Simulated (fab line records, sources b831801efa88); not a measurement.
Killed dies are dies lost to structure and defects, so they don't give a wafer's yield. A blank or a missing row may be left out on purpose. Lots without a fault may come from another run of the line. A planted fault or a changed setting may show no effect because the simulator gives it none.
Which tool did it? | flow sky130 | 10 lots, 30 wafers sampled, at 5 steps of a route of 708

WHAT THE GAUGES READ, wafer by wafer
SKY_SONOS_TUNNEL_TW_MEAS_12. Usual: SONOS_TUNNEL_TW 196.7, standard deviation 2.3.
lot  | measured     | on            | SONOS_TUNNEL_TW   | flag
L665 | day 12 11:49 | film_metro-04 | 199.7 199.5 199.9 |
L668 | day 13 13:17 | film_metro-04 | 199.2 199.9 200.0 |
L669 | day 13 19:04 | film_metro-04 | 199.9 201.0 199.3 |
L673 | day 15 03:40 | film_metro-04 | 199.4 199.2 200.7 |
L674 | day 15 10:02 | film_metro-02 | 193.5 193.7 195.4 |
L675 | day 15 19:25 | film_metro-04 | 200.0 200.5 200.5 |
L676 | day 16 02:07 | film_metro-02 | 194.7 196.5 196.2 |
L677 | day 16 16:23 | film_metro-03 | 195.0 195.3 196.1 |
L684 | day 19 11:04 | film_metro-03 | 196.2 197.2 195.7 |
L685 | day 19 19:42 | film_metro-03 | 196.3 196.1 196.2 |

SKY_RES_PROTECT_TW_MEAS_08. Usual: POLY_GATE_TW 4017, standard deviation 45.
lot  | measured     | on            | POLY_GATE_TW                  | flag
L665 | day 16 08:33 | film_metro-04 | 4089 4098 4059                |
L668 | day 17 13:15 | film_metro-04 | 4067 4087 4061                |
L669 | day 18 01:20 | film_metro-02 | 3987 3977 3992                |
L673 | day 19 04:38 | film_metro-02 | 3988 3966 3925                |
L674 | day 19 13:48 | film_metro-04 | 4096 4089 4086                |
L675 | day 20 02:10 | film_metro-02 | 3952 3974 3956                |
L676 | day 20 08:23 | film_metro-03 | 3990 4005 4006                |
L677 | day 20 22:48 | film_metro-02 | 3948 3944 3938                |
L684 | day 23 15:23 | film_metro-03 | 3624 3616 3622 3621 3626 3604 | OFF
L685 | day 24 01:10 | film_metro-02 | 3622 3630 3619 3624 3617 3630 | OFF

SKY_POLY_GATE_THK_MEAS_04. Usual: POLY_GATE_CVD_03_THK 74.7 nm, standard deviation 0.72.
lot  | measured     | on            | POLY_GATE_CVD_03_THK (nm) | flag
L665 | day 16 10:55 | film_metro-03 | 74.4 74.9 74.9            |
L668 | day 17 16:36 | film_metro-03 | 74.9 74.7 74.8            |
L669 | day 18 03:49 | film_metro-02 | 74.5 73.6 74.1            |
L673 | day 19 06:07 | film_metro-02 | 75.0 75.4 75.1            |
L674 | day 19 15:16 | film_metro-03 | 74.9 75.2 74.7            |
L675 | day 20 04:14 | film_metro-02 | 75.6 75.2 75.0            |
L676 | day 20 12:06 | film_metro-02 | 74.6 74.6 74.8            |
L677 | day 21 01:24 | film_metro-03 | 74.6 75.4 74.9            |
L684 | day 24 06:57 | film_metro-03 | 75.0 75.1 76.1            |
L685 | day 24 06:59 | film_metro-01 | 75.8 76.0 75.8            |

WHICH TOOL RAN EACH LOT (tool, then ch and the chambers of the sampled wafers, then the start)
lot  | SKY_POLY_GATE_IMPLANT_02        | SKY_RES_PROTECT_STRIP_07
L665 | implanter-02 ch 0, day 16 08:19 | plasma_asher-03 ch 0,1, day 16 08:26
L668 | implanter-04 ch 0, day 17 13:01 | plasma_asher-01 ch 0,1, day 17 13:08
L669 | implanter-02 ch 0, day 18 01:05 | plasma_asher-04 ch 0,1, day 18 01:14
L673 | implanter-02 ch 0, day 19 04:23 | plasma_asher-04 ch 0,1, day 19 04:32
L674 | implanter-02 ch 0, day 19 13:34 | plasma_asher-04 ch 0, day 19 13:41
L675 | implanter-04 ch 0, day 20 01:58 | plasma_asher-04 ch 0,1, day 20 02:04
L676 | implanter-01 ch 0, day 20 08:08 | plasma_asher-03 ch 1, day 20 08:17
L677 | implanter-04 ch 0, day 20 22:35 | plasma_asher-01 ch 0,1, day 20 22:43
L684 | implanter-02 ch 0, day 23 15:08 | plasma_asher-04 ch 0,1, day 23 15:17
L685 | implanter-02 ch 0, day 24 00:56 | plasma_asher-03 ch 0,1, day 24 01:04
- SKY_POLY_GATE_IMPLANT_02
- SKY_RES_PROTECT_STRIP_07: strips in O2/N2.

WHAT THE TOOLS THEMSELVES READ (means of the sampled wafers that have a number; where no wafer has one, the mark that the record gives instead)
SKY_POLY_GATE_IMPLANT_02. Usual: beam_on_s 36.5 s, standard deviation 0.99; dose_ions_cm2 7.702e+15, standard deviation 9.6e+12; end_station_pressure_torr 1.05e-05 Torr, standard deviation 5.8e-07; tilt_deg -0.002 degrees, standard deviation 0.019.
lot  | tool         | beam_on_s (s) | dose_ions_cm2 | end_station_pressure_torr (Torr) | tilt_deg (degrees) | flag
L665 | implanter-02 | 35.6          | 7.693e+15     | 1.09e-05                         | -0.006             |
L668 | implanter-04 | 37.9          | 7.699e+15     | 1.07e-05                         | -0.038             |
L669 | implanter-02 | 35.6          | 7.700e+15     | 1.09e-05                         | -0.022             |
L673 | implanter-02 | 36.1          | 7.717e+15     | 1.02e-05                         | -0.000             |
L674 | implanter-02 | 36.2          | 7.703e+15     | 1.04e-05                         | -0.002             |
L675 | implanter-04 | 37.7          | 7.698e+15     | 1.03e-05                         | 0.004              |
L676 | implanter-01 | 35.8          | 7.710e+15     | 1.09e-05                         | 0.011              |
L677 | implanter-04 | 37.5          | 7.701e+15     | 9.87e-06                         | 0.017              |
L684 | implanter-02 | 12.6          | 2.705e+15     | 1.43e-05                         | 0.007              | OFF
L685 | implanter-02 | 12.5          | 2.697e+15     | 1.40e-05                         | 0.002              | OFF

SKY_RES_PROTECT_STRIP_07. Usual: drypump_motor_current_A 5.97 A, standard deviation 0.27; o2_flow_sccm 3001 sccm, standard deviation 11; oes_product_au 0.517 a.u., standard deviation 0.0042; strip_time_to_endpoint_s 23.28 s, standard deviation 0.036.
lot  | tool            | drypump_motor_current_A (A) | o2_flow_sccm (sccm) | oes_product_au (a.u.) | strip_time_to_endpoint_s (s) | flag
L665 | plasma_asher-03 | 5.86                        | 3004                | 0.517                 | 23.29                        |
L668 | plasma_asher-01 | 5.72                        | 3009                | 0.518                 | 23.24                        |
L669 | plasma_asher-04 | 6.16                        | 2997                | 0.517                 | 23.32                        |
L673 | plasma_asher-04 | 6.20                        | 2998                | 0.515                 | 23.28                        |
L674 | plasma_asher-04 | 6.24                        | 3009                | 0.522                 | 23.23                        |
L675 | plasma_asher-04 | 6.15                        | 2992                | 0.519                 | 23.28                        |
L676 | plasma_asher-03 | 6.15                        | 3000                | 0.519                 | 23.29                        |
L677 | plasma_asher-01 | 5.59                        | 2985                | 0.521                 | 23.27                        |
L684 | plasma_asher-04 | 6.19                        | 3000                | 0.579                 | 19.25                        | OFF
L685 | plasma_asher-03 | 5.87                        | 3000                | 0.578                 | 19.19                        | OFF

THE ANSWER, worked out from the rows above alone
Rule: a lot is off if the mean of its wafers that have a number lies more than 3 standard deviations from the usual mean. A lot without any number at a reading at which 4 lots or more have one is off too. The other lots that the step has rows for count as sound. The gauges are gone through in route order, then the tools' own readings, and for those a lot's mean is taken as printed above. The first step at which some lot is off is used, and at that step the reading that is off furthest; a lot without a number counts as furthest.
Off: L684, L685, at SKY_RES_PROTECT_TW_MEAS_08 (POLY_GATE_TW).
A tool fits if, at a process step before that reading, it ran every lot that is off, and no sound lot after the first of them. The gauges at SKY_RES_PROTECT_TW_MEAS_08 aren't tried: what is off there is off at SKY_POLY_GATE_IMPLANT_02 too, on other tools, and a gauge's error can't cause that. One fits: implanter-02 at SKY_POLY_GATE_IMPLANT_02. Its last sound lot is L674 (day 19 13:34), its first lot that is off L684 (day 23 15:08): a fault that began between those two fits.
The tool's own readings at SKY_POLY_GATE_IMPLANT_02 bear it out: on the lots that are off they differ by more than 5 times the standard deviation of the sound lots' means. beam_on_s reads 12.6 s there against 36.5 s on the sound lots; dose_ions_cm2 reads 2.701e+15 there against 7.703e+15 on the sound lots; end_station_pressure_torr reads 1.42e-05 Torr there against 1.05e-05 Torr on the sound lots.

WHAT THE SIMULATOR HAD PUT IN
Process parameter drift: implanter-02, from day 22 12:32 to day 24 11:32, at SKY_POLY_GATE_IMPLANT_02. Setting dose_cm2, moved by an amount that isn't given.
Lots struck among those shown: L684, L685. The rule above found the same.
